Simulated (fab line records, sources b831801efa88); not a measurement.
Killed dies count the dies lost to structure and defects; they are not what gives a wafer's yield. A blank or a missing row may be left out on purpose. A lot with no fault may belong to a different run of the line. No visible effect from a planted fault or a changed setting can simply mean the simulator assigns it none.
The tool behind it: which one? + flow sky130 + 36 wafers from 12 lots sampled at 2 of the route's 708 steps

WHAT EACH GAUGE READ, for each wafer
SKY_VIA4_OVL_MEAS_11.
| lot  | measured     | on         | VIA4_OVL (nm)  |
|------|--------------|------------|----------------|
| L950 | day 43 02:23 | overlay-02 | 2.1 1.9 2.1    |
| L952 | day 44 01:17 | overlay-01 | 2.1 0.8 0.5    |
| L953 | day 44 01:28 | overlay-01 | -3.0 -1.6 -0.4 |
| L954 | day 44 09:16 | overlay-02 | 0.6 1.3 0.4    |
| L956 | day 45 00:49 | overlay-01 | 1.4 1.6 1.4    |
| L957 | day 45 15:37 | overlay-02 | 0.3 0.4 -1.2   |
| L959 | day 46 11:40 | overlay-02 | -1.3 -0.8 -0.9 |
| L958 | day 46 12:10 | overlay-02 | 0.2 1.9 1.5    |
| L960 | day 46 15:56 | overlay-01 | -3.2 -2.0 -3.2 |
| L966 | day 47 17:01 | overlay-01 | -0.8 -1.0 0.3  |
| L968 | day 47 19:59 | overlay-02 | 0.5 1.3 0.2    |
| L971 | day 48 13:25 | overlay-01 | -1.3 0.1 -0.3  |

TOOL THAT RAN EACH LOT (tool first, then ch and the chambers of the sampled wafers, then the start)
| lot  | SKY_VIA4_CMP_02               |
|------|-------------------------------|
| L950 | cmp-02 ch 0,3, day 42 02:35   |
| L952 | cmp-02 ch 1,3, day 43 00:41   |
| L953 | cmp-02 ch 0,2,3, day 43 01:59 |
| L954 | cmp-02 ch 0,2,3, day 43 09:46 |
| L956 | cmp-02 ch 0,2,3, day 44 03:19 |
| L957 | cmp-01 ch 0,1,2, day 44 17:53 |
| L959 | cmp-01 ch 0,1,2, day 45 14:34 |
| L958 | cmp-02 ch 0,1, day 45 15:31   |
| L960 | cmp-01 ch 1,2, day 45 18:24   |
| L966 | cmp-01 ch 0,2,3, day 46 20:58 |
| L968 | cmp-02 ch 0,1,2, day 47 00:09 |
| L971 | cmp-02 ch 0,1, day 47 18:36   |
- SKY_VIA4_CMP_02: polishes SiO2.

AS READ BY THE TOOLS THEMSELVES (means over the sampled wafers that have a number; for cases with no such wafer, the mark the record gives instead)
SKY_VIA4_CMP_02.
| lot  | tool   | motor current A (A) | slurry filter dp kPa (kPa) |
|------|--------|---------------------|----------------------------|
| L950 | cmp-02 | 13.1                | 13.55                      |
| L952 | cmp-02 | 11.2                | 13.48                      |
| L953 | cmp-02 | 12.8                | 13.52                      |
| L954 | cmp-02 | 12.7                | 13.37                      |
| L956 | cmp-02 | 12.3                | 13.30                      |
| L957 | cmp-01 | 12.1                | 13.62                      |
| L959 | cmp-01 | 12.1                | 13.59                      |
| L958 | cmp-02 | 11.5                | 13.43                      |
| L960 | cmp-01 | 12.6                | 13.66                      |
| L966 | cmp-01 | 11.4                | 13.58                      |
| L968 | cmp-02 | 11.7                | 13.53                      |
| L971 | cmp-02 | 11.1                | 13.55                      |

THE ANSWER, worked out from the rows above alone
Rule: usual is defined by the lots themselves. The widest of any qualifying gaps counts: lots, ordered by their means at a reading, are off when they make up no more than a third of the lots, leave a main group of 4 or more, and stand apart from it by 3 or more times the standard deviation of that group's means. A main group whose means are all the same, to the digits that the tables above print for the reading, isn't used. A lot without any number at a reading at which 4 lots or more have one is off too. The other lots that the step has rows for count as sound. The gauges are gone through in route order, then the tools' own readings, and for those a lot's mean is taken as printed above. The first step at which some lot is off is used, and at that step the reading that is off furthest; a lot without a number counts as furthest.
None of the lots is off at any reading shown; this tells nothing.

WHAT THE SIMULATOR PUT IN
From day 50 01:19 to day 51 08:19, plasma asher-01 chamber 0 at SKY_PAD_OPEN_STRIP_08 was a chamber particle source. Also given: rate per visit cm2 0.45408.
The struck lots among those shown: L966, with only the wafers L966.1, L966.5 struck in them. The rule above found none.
